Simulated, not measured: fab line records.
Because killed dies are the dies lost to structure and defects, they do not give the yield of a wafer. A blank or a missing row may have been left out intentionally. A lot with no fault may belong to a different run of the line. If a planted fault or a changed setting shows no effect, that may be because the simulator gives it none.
Which of the tools did it?	flow gf180mcu	14 lots, 41 wafers sampled, at 4 steps of a route of 602

WHAT THE GAUGES SHOWED, per wafer
The record lacks any reading of a measuring or inspecting step that a usual standard deviation could be used to judge.

WHAT TOOL EACH LOT RAN ON (gives the tool, then ch and the chambers of the sampled wafers, and finally the start)
lot	GF_V4_CVD_02	GF_V4_STRIP_18	GF_V4_STRIP_19	GF_MIM_SPUTTER_03
L412	pecvd-03 ch 0,2, day 24 14:49	plasmaAsher-01 ch 0,1, day 25 12:05	wetBench-04 ch 2, day 25 12:11	pvdSputter-03, day 25 13:28
L413	pecvd-04 ch 0,1, day 24 17:45	plasmaAsher-04 ch 0, day 25 15:56	wetBench-03 ch 3, day 25 16:02	pvdSputter-03, day 25 17:21
L414	pecvd-01 ch 0,2, day 25 01:09	plasmaAsher-04 ch 0, day 25 22:47	wetBench-04 ch 2, day 25 22:53	pvdSputter-03, day 26 00:12
L415	pecvd-01 ch 0,1,2, day 25 02:27	plasmaAsher-04 ch 0,1, day 26 00:31	wetBench-01 ch 3, day 26 00:35	pvdSputter-04, day 26 01:52
L417	pecvd-04 ch 0,2, day 26 07:16	plasmaAsher-01 ch 0,1, day 27 04:35	wetBench-04 ch 0, day 27 04:41	pvdSputter-01, day 27 05:59
L424	pecvd-04 ch 1,2, day 28 03:57	plasmaAsher-02 ch 1, day 29 00:08	wetBench-03 ch 3, day 29 00:14	pvdSputter-01, day 29 01:31
L425	pecvd-01 ch 0,1, day 28 09:56	plasmaAsher-02 ch 0,1, day 29 06:10	wetBench-04 ch 2, day 29 06:14	pvdSputter-04, day 29 07:31
L426	pecvd-03 ch 0,2, day 28 12:41	plasmaAsher-02 ch 0,1, day 29 08:55	wetBench-04 ch 1, day 29 08:59	pvdSputter-03, day 29 10:16
L428	pecvd-03 ch 0,1,2, day 29 11:13	plasmaAsher-01 ch 0, day 30 06:32	wetBench-01 ch 2, day 30 06:38	pvdSputter-01, day 30 07:56
L429	pecvd-04 ch 1,2, day 29 12:07	plasmaAsher-02 ch 0,1, day 30 07:38	wetBench-04 ch 3, day 30 07:44	pvdSputter-04, day 30 09:14
L430	pecvd-01 ch 0,1,2, day 29 16:45	plasmaAsher-01 ch 0,1, day 30 12:26	wetBench-03 ch 2, day 30 12:32	pvdSputter-03, day 30 13:49
L431	pecvd-01 ch 0,2, day 30 02:43	plasmaAsher-04 ch 0,1, day 30 21:47	wetBench-04 ch 2, day 30 21:53	pvdSputter-01, day 30 23:10
L432	pecvd-04 ch 0,1, day 30 11:38	plasmaAsher-01 ch 0,1, day 31 06:29	wetBench-01 ch 0, day 31 06:35	pvdSputter-01, day 31 07:55
L433	pecvd-03 ch 1,2, day 30 14:10	plasmaAsher-01 ch 0,1, day 31 09:10	wetBench-03 ch 3, day 31 09:14	pvdSputter-04, day 31 10:46
- GF_V4_CVD_02: deposits SiO2 from TEOS, target thk 850 nm, time 94.851 s.
- GF_V4_STRIP_18: strips in O2/N2.
- GF_V4_STRIP_19: strips in post etch residue remover, time 1200 s.
- GF_MIM_SPUTTER_03: material Ti, target thk 10 nm, time 6.7 s.

WHAT THE TOOLS THEMSELVES READ (means of the sampled wafers that have a number; where no wafer has one, the mark that the record gives instead)
GF_V4_CVD_02.
lot	tool	heaterPowerW (W)
L412	pecvd-03	606
L413	pecvd-04	590
L414	pecvd-01	610
L415	pecvd-01	581
L417	pecvd-04	553
L424	pecvd-04	649
L425	pecvd-01	578
L426	pecvd-03	563
L428	pecvd-03	635
L429	pecvd-04	578
L430	pecvd-01	572
L431	pecvd-01	575
L432	pecvd-04	567
L433	pecvd-03	534

GF_V4_STRIP_18.
lot	tool	chamberPressureMTorr (mTorr)	drypumpMotorCurrentA (A)	heaterPowerW (W)	o2FlowSccm (sccm)	oesProductAu (a.u.)
L412	plasmaAsher-01	1499.5	5.4	327	3000	0.595
L413	plasmaAsher-04	1499.9	6.0	330	3004	0.596
L414	plasmaAsher-04	1500.5	5.9	329	2990	0.594
L415	plasmaAsher-04	1500.1	6.2	332	2993	0.598
L417	plasmaAsher-01	1501.4	5.5	332	2998	0.592
L424	plasmaAsher-02	1500.8	6.4	347	3010	0.597
L425	plasmaAsher-02	1498.8	6.1	352	2997	0.594
L426	plasmaAsher-02	1501.2	5.7	349	3004	0.594
L428	plasmaAsher-01	1498.6	5.5	324	2999	0.595
L429	plasmaAsher-02	1499.9	6.1	354	3006	0.593
L430	plasmaAsher-01	1499.4	5.5	338	2990	0.596
L431	plasmaAsher-04	1499.9	6.2	332	3004	0.593
L432	plasmaAsher-01	1500.3	5.4	327	3007	0.597
L433	plasmaAsher-01	1499.9	5.5	327	3009	0.591

GF_V4_STRIP_19.
lot	tool	bathGuardTempC (C)	bathHeatDutyPct (%)
L412	wetBench-04	71.8	13.2
L413	wetBench-03	72.8	14.9
L414	wetBench-04	71.8	13.0
L415	wetBench-01	72.8	19.1
L417	wetBench-04	72.3	18.3
L424	wetBench-03	-	-
L425	wetBench-04	-	-
L426	wetBench-04	72.0	12.8
L428	wetBench-01	72.1	12.4
L429	wetBench-04	72.4	15.7
L430	wetBench-03	73.2	14.1
L431	wetBench-04	72.1	12.8
L432	wetBench-01	72.9	12.5
L433	wetBench-03	72.6	14.4

GF_MIM_SPUTTER_03.
lot	tool	throttleValvePct (%)
L412	pvdSputter-03	30.2
L413	pvdSputter-03	30.6
L414	pvdSputter-03	30.6
L415	pvdSputter-04	29.9
L417	pvdSputter-01	30.2
L424	pvdSputter-01	30.4
L425	pvdSputter-04	30.3
L426	pvdSputter-03	30.6
L428	pvdSputter-01	29.4
L429	pvdSputter-04	30.4
L430	pvdSputter-03	31.2
L431	pvdSputter-01	29.6
L432	pvdSputter-01	30.0
L433	pvdSputter-04	29.7

THE ANSWER, worked out from the rows above alone
Rule: what is usual is taken from the lots themselves. The widest of any qualifying gaps counts: lots, ordered by their means at a reading, are off when they make up no more than a third of the lots, leave a main group of 4 or more, and stand apart from it by 3 or more times the standard deviation of that group's means. A main group is skipped when, at the precision printed for the reading in the tables above, its means are all equal. Also off: a lot with no number at a reading for which 4 or more lots have one. Where the step has rows for the other lots, those lots are counted as sound. After the gauges, taken in route order, come the tools' own readings; for these a lot's mean is taken, as printed above. The first step at which some lot is off is used, and at that step the reading that is off furthest; a lot without a number counts as furthest.
Off, at GF_V4_STRIP_19 on bathGuardTempC: L424, L425. Without a number there: L424, L425. Mean 72.4 C and standard deviation 0.44 in the main group.
A tool fits if, at that step or a process step before it, it ran every lot that is off, and no sound lot after the first of them. No candidate that was tried fits.

WHAT THE SIMULATOR PUT IN
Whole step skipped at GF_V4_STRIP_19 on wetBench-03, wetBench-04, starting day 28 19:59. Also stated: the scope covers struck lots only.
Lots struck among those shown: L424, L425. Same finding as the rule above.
